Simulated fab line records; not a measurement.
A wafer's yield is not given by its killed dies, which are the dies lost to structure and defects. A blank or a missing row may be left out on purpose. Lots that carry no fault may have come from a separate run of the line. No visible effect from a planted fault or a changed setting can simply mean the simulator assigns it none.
Which tool is to blame? / flow sky130 / Sampling: 24 lots, 72 wafers, 3 of 708 route steps

== WHAT THE GAUGES SHOWED, per wafer ==
SKY_FIELD_ISO_THK_MEAS_25. Usual: FIELD_ISO_CVD_24_THK typically reads 590 nm, with standard deviation 5.9.
lot=L074; measured=day 2 08:11; on=film metro-02; FIELD_ISO_CVD_24_THK (nm)=585 580 580; flag=
lot=L075; measured=day 2 13:46; on=film metro-03; FIELD_ISO_CVD_24_THK (nm)=583 595 579; flag=
lot=L076; measured=day 2 21:16; on=film metro-02; FIELD_ISO_CVD_24_THK (nm)=592 590 596; flag=
lot=L077; measured=day 3 01:44; on=film metro-01; FIELD_ISO_CVD_24_THK (nm)=588 598 586; flag=
lot=L078; measured=day 3 07:14; on=film metro-02; FIELD_ISO_CVD_24_THK (nm)=595 596 603; flag=
lot=L079; measured=day 3 10:35; on=film metro-02; FIELD_ISO_CVD_24_THK (nm)=589 590 598; flag=
lot=L080; measured=day 3 15:37; on=film metro-03; FIELD_ISO_CVD_24_THK (nm)=598 588 593; flag=
lot=L081; measured=day 3 23:03; on=film metro-02; FIELD_ISO_CVD_24_THK (nm)=587 583 582; flag=
lot=L082; measured=day 4 04:38; on=film metro-01; FIELD_ISO_CVD_24_THK (nm)=585 585 584; flag=
lot=L083; measured=day 4 10:06; on=film metro-01; FIELD_ISO_CVD_24_THK (nm)=589 587 587; flag=
lot=L084; measured=day 4 18:26; on=film metro-01; FIELD_ISO_CVD_24_THK (nm)=585 593 598; flag=
lot=L085; measured=day 4 18:26; on=film metro-03; FIELD_ISO_CVD_24_THK (nm)=589 598 592; flag=
lot=L086; measured=day 4 23:11; on=film metro-03; FIELD_ISO_CVD_24_THK (nm)=590 597 594; flag=
lot=L087; measured=day 5 04:11; on=film metro-01; FIELD_ISO_CVD_24_THK (nm)=583 596 596; flag=
lot=L088; measured=day 5 12:46; on=film metro-01; FIELD_ISO_CVD_24_THK (nm)=597 601 592; flag=
lot=L089; measured=day 5 12:52; on=film metro-02; FIELD_ISO_CVD_24_THK (nm)=592 595 587; flag=
lot=L090; measured=day 5 22:26; on=film metro-02; FIELD_ISO_CVD_24_THK (nm)=598 600 597; flag=
lot=L091; measured=day 6 00:14; on=film metro-03; FIELD_ISO_CVD_24_THK (nm)=588 592 587; flag=
lot=L092; measured=day 6 04:45; on=film metro-03; FIELD_ISO_CVD_24_THK (nm)=587 583 585; flag=
lot=L093; measured=day 6 09:39; on=film metro-02; FIELD_ISO_CVD_24_THK (nm)=586 582 586; flag=
lot=L094; measured=day 6 18:02; on=film metro-03; FIELD_ISO_CVD_24_THK (nm)=595 591 596; flag=
lot=L095; measured=day 6 23:35; on=film metro-03; FIELD_ISO_CVD_24_THK (nm)=588 591 584; flag=
lot=L096; measured=day 7 01:59; on=film metro-01; FIELD_ISO_CVD_24_THK (nm)=589 593 592; flag=
lot=L097; measured=day 7 07:25; on=film metro-03; FIELD_ISO_CVD_24_THK (nm)=586 589 577; flag=

SKY_LDD_HVN_TW_MEAS_10. Usual: LDD_HVN_TW typically reads 1443, with standard deviation 6.8.
lot=L074; measured=day 20 19:53; on=film metro-02; LDD_HVN_TW=1443 1451 1445; flag=
lot=L075; measured=day 21 02:47; on=film metro-01; LDD_HVN_TW=1432 1442 1435; flag=
lot=L076; measured=day 21 14:56; on=film metro-02; LDD_HVN_TW=1442 1448 1447; flag=
lot=L077; measured=day 21 19:11; on=film metro-01; LDD_HVN_TW=1433 1434 1432; flag=
lot=L078; measured=day 22 10:37; on=film metro-04; LDD_HVN_TW=1433 1445 1448; flag=
lot=L079; measured=day 22 17:05; on=film metro-02; LDD_HVN_TW=1456 1449 1447; flag=
lot=L080; measured=day 23 03:39; on=film metro-02; LDD_HVN_TW=1447 1447 1441; flag=
lot=L081; measured=day 23 20:50; on=film metro-02; LDD_HVN_TW=1452 1440 1447; flag=
lot=L082; measured=day 24 18:25; on=film metro-01; LDD_HVN_TW=1438 1438 1437; flag=
lot=L083; measured=day 24 23:14; on=film metro-01; LDD_HVN_TW=1439 1442 1434; flag=
lot=L084; measured=day 25 02:35; on=film metro-04; LDD_HVN_TW=1439 1441 1441; flag=
lot=L085; measured=day 25 12:15; on=film metro-02; LDD_HVN_TW=1442 1450 1444; flag=
lot=L086; measured=day 25 10:20; on=film metro-04; LDD_HVN_TW=1454 1440 1444; flag=
lot=L087; measured=day 25 15:52; on=film metro-02; LDD_HVN_TW=1448 1442 1448; flag=
lot=L088; measured=day 26 04:55; on=film metro-04; LDD_HVN_TW=1451 1446 1456; flag=
lot=L089; measured=day 26 07:32; on=film metro-04; LDD_HVN_TW=1444 1449 1449; flag=
lot=L090; measured=day 26 15:58; on=film metro-02; LDD_HVN_TW=1443 1440 1444; flag=
lot=L091; measured=day 26 23:59; on=film metro-02; LDD_HVN_TW=1441 1441 1432; flag=
lot=L092; measured=day 27 13:11; on=film metro-01; LDD_HVN_TW=1439 1434 1441; flag=
lot=L093; measured=day 27 09:23; on=film metro-01; LDD_HVN_TW=1443 1434 1437; flag=
lot=L094; measured=day 27 23:47; on=film metro-04; LDD_HVN_TW=1454 1455 1455; flag=
lot=L095; measured=day 28 08:40; on=film metro-04; LDD_HVN_TW=1444 1439 1431; flag=
lot=L096; measured=day 28 13:26; on=film metro-02; LDD_HVN_TW=1447 1455 1441; flag=
lot=L097; measured=day 28 22:43; on=film metro-01; LDD_HVN_TW=1449 1447 1441; flag=

== WHAT TOOL EACH LOT RAN ON (gives the tool, then ch and the chambers of the sampled wafers, and finally the start) ==
lot=L074; SKY_NWELL_STRIP_14=plasma asher-02 ch 0, day 4 17:40
lot=L075; SKY_NWELL_STRIP_14=plasma asher-01 ch 0,1, day 4 21:28
lot=L076; SKY_NWELL_STRIP_14=plasma asher-04 ch 0,1, day 5 04:26
lot=L077; SKY_NWELL_STRIP_14=plasma asher-01 ch 0,1, day 5 08:05
lot=L078; SKY_NWELL_STRIP_14=plasma asher-04 ch 0,1, day 5 15:38
lot=L079; SKY_NWELL_STRIP_14=plasma asher-04 ch 0,1, day 5 20:55
lot=L080; SKY_NWELL_STRIP_14=plasma asher-04 ch 0,1, day 6 01:39
lot=L081; SKY_NWELL_STRIP_14=plasma asher-02 ch 0,1, day 6 11:46
lot=L082; SKY_NWELL_STRIP_14=plasma asher-01 ch 0,1, day 7 05:05
lot=L083; SKY_NWELL_STRIP_14=plasma asher-04 ch 0,1, day 7 05:16
lot=L084; SKY_NWELL_STRIP_14=plasma asher-04 ch 0,1, day 7 12:10
lot=L085; SKY_NWELL_STRIP_14=plasma asher-01 ch 0,1, day 7 13:37
lot=L086; SKY_NWELL_STRIP_14=plasma asher-02 ch 0,1, day 7 13:40
lot=L087; SKY_NWELL_STRIP_14=plasma asher-04 ch 0,1, day 7 18:16
lot=L088; SKY_NWELL_STRIP_14=plasma asher-01 ch 0,1, day 8 06:21
lot=L089; SKY_NWELL_STRIP_14=plasma asher-02 ch 0,1, day 8 06:55
lot=L090; SKY_NWELL_STRIP_14=plasma asher-01 ch 0,1, day 8 14:50
lot=L091; SKY_NWELL_STRIP_14=plasma asher-04 ch 0,1, day 8 17:46
lot=L092; SKY_NWELL_STRIP_14=plasma asher-01 ch 0,1, day 8 23:03
lot=L093; SKY_NWELL_STRIP_14=plasma asher-02 ch 1, day 9 03:04
lot=L094; SKY_NWELL_STRIP_14=plasma asher-04 ch 0,1, day 9 13:20
lot=L095; SKY_NWELL_STRIP_14=plasma asher-02 ch 0,1, day 9 20:16
lot=L096; SKY_NWELL_STRIP_14=plasma asher-01 ch 0,1, day 9 22:01
lot=L097; SKY_NWELL_STRIP_14=plasma asher-01 ch 0,1, day 10 07:01
- SKY_NWELL_STRIP_14: strips in O2/N2.

== AS READ BY THE TOOLS THEMSELVES (means over the sampled wafers that have a number; for cases with no such wafer, the mark the record gives instead) ==
SKY_NWELL_STRIP_14. Usual: drypump motor current A 6.1 A, standard deviation 0.49; oes product au 0.722 a.u., standard deviation 0.005; strip time to endpoint s 36.90 s, standard deviation 0.094.
lot=L074; tool=plasma asher-02; drypump motor current A (A)=5.1; oes product au (a.u.)=0.721; strip time to endpoint s (s)=36.97; flag=
lot=L075; tool=plasma asher-01; drypump motor current A (A)=6.0; oes product au (a.u.)=0.723; strip time to endpoint s (s)=36.75; flag=
lot=L076; tool=plasma asher-04; drypump motor current A (A)=6.3; oes product au (a.u.)=0.727; strip time to endpoint s (s)=36.72; flag=
lot=L077; tool=plasma asher-01; drypump motor current A (A)=6.0; oes product au (a.u.)=0.725; strip time to endpoint s (s)=36.89; flag=
lot=L078; tool=plasma asher-04; drypump motor current A (A)=6.2; oes product au (a.u.)=0.722; strip time to endpoint s (s)=37.04; flag=
lot=L079; tool=plasma asher-04; drypump motor current A (A)=6.3; oes product au (a.u.)=0.727; strip time to endpoint s (s)=36.96; flag=
lot=L080; tool=plasma asher-04; drypump motor current A (A)=6.2; oes product au (a.u.)=0.719; strip time to endpoint s (s)=36.82; flag=
lot=L081; tool=plasma asher-02; drypump motor current A (A)=5.6; oes product au (a.u.)=0.719; strip time to endpoint s (s)=36.93; flag=
lot=L082; tool=plasma asher-01; drypump motor current A (A)=6.0; oes product au (a.u.)=0.721; strip time to endpoint s (s)=36.96; flag=
lot=L083; tool=plasma asher-04; drypump motor current A (A)=6.2; oes product au (a.u.)=0.721; strip time to endpoint s (s)=36.98; flag=
lot=L084; tool=plasma asher-04; drypump motor current A (A)=6.2; oes product au (a.u.)=0.721; strip time to endpoint s (s)=36.93; flag=
lot=L085; tool=plasma asher-01; drypump motor current A (A)=6.2; oes product au (a.u.)=0.721; strip time to endpoint s (s)=37.03; flag=
lot=L086; tool=plasma asher-02; drypump motor current A (A)=5.6; oes product au (a.u.)=0.719; strip time to endpoint s (s)=36.92; flag=
lot=L087; tool=plasma asher-04; drypump motor current A (A)=6.3; oes product au (a.u.)=0.722; strip time to endpoint s (s)=36.91; flag=
lot=L088; tool=plasma asher-01; drypump motor current A (A)=6.0; oes product au (a.u.)=0.726; strip time to endpoint s (s)=36.92; flag=
lot=L089; tool=plasma asher-02; drypump motor current A (A)=5.6; oes product au (a.u.)=0.717; strip time to endpoint s (s)=36.84; flag=
lot=L090; tool=plasma asher-01; drypump motor current A (A)=6.0; oes product au (a.u.)=0.722; strip time to endpoint s (s)=36.78; flag=
lot=L091; tool=plasma asher-04; drypump motor current A (A)=6.2; oes product au (a.u.)=0.721; strip time to endpoint s (s)=36.92; flag=
lot=L092; tool=plasma asher-01; drypump motor current A (A)=6.0; oes product au (a.u.)=0.721; strip time to endpoint s (s)=36.91; flag=
lot=L093; tool=plasma asher-02; drypump motor current A (A)=6.6; oes product au (a.u.)=0.722; strip time to endpoint s (s)=36.93; flag=
lot=L094; tool=plasma asher-04; drypump motor current A (A)=6.2; oes product au (a.u.)=0.721; strip time to endpoint s (s)=36.88; flag=
lot=L095; tool=plasma asher-02; drypump motor current A (A)=6.1; oes product au (a.u.)=0.726; strip time to endpoint s (s)=36.93; flag=
lot=L096; tool=plasma asher-01; drypump motor current A (A)=6.2; oes product au (a.u.)=0.723; strip time to endpoint s (s)=36.92; flag=
lot=L097; tool=plasma asher-01; drypump motor current A (A)=6.2; oes product au (a.u.)=0.723; strip time to endpoint s (s)=36.82; flag=

== THE ANSWER, worked out from the rows above alone ==
Rule: take the mean of a lot's wafers that have a number; if it is more than 3 standard deviations from the usual mean, the lot is off. Also off: a lot with no number at a reading for which 4 or more lots have one. Any other lot the step has rows for is counted as sound. After the gauges, taken in route order, come the tools' own readings; for these a lot's mean is taken, as printed above. The first step at which some lot is off is used, and at that step the reading that is off furthest; a lot without a number counts as furthest.
Nothing can be told from this: no lot is off at any reading shown.

== WHAT HAD BEEN PUT IN BY THE SIMULATOR ==
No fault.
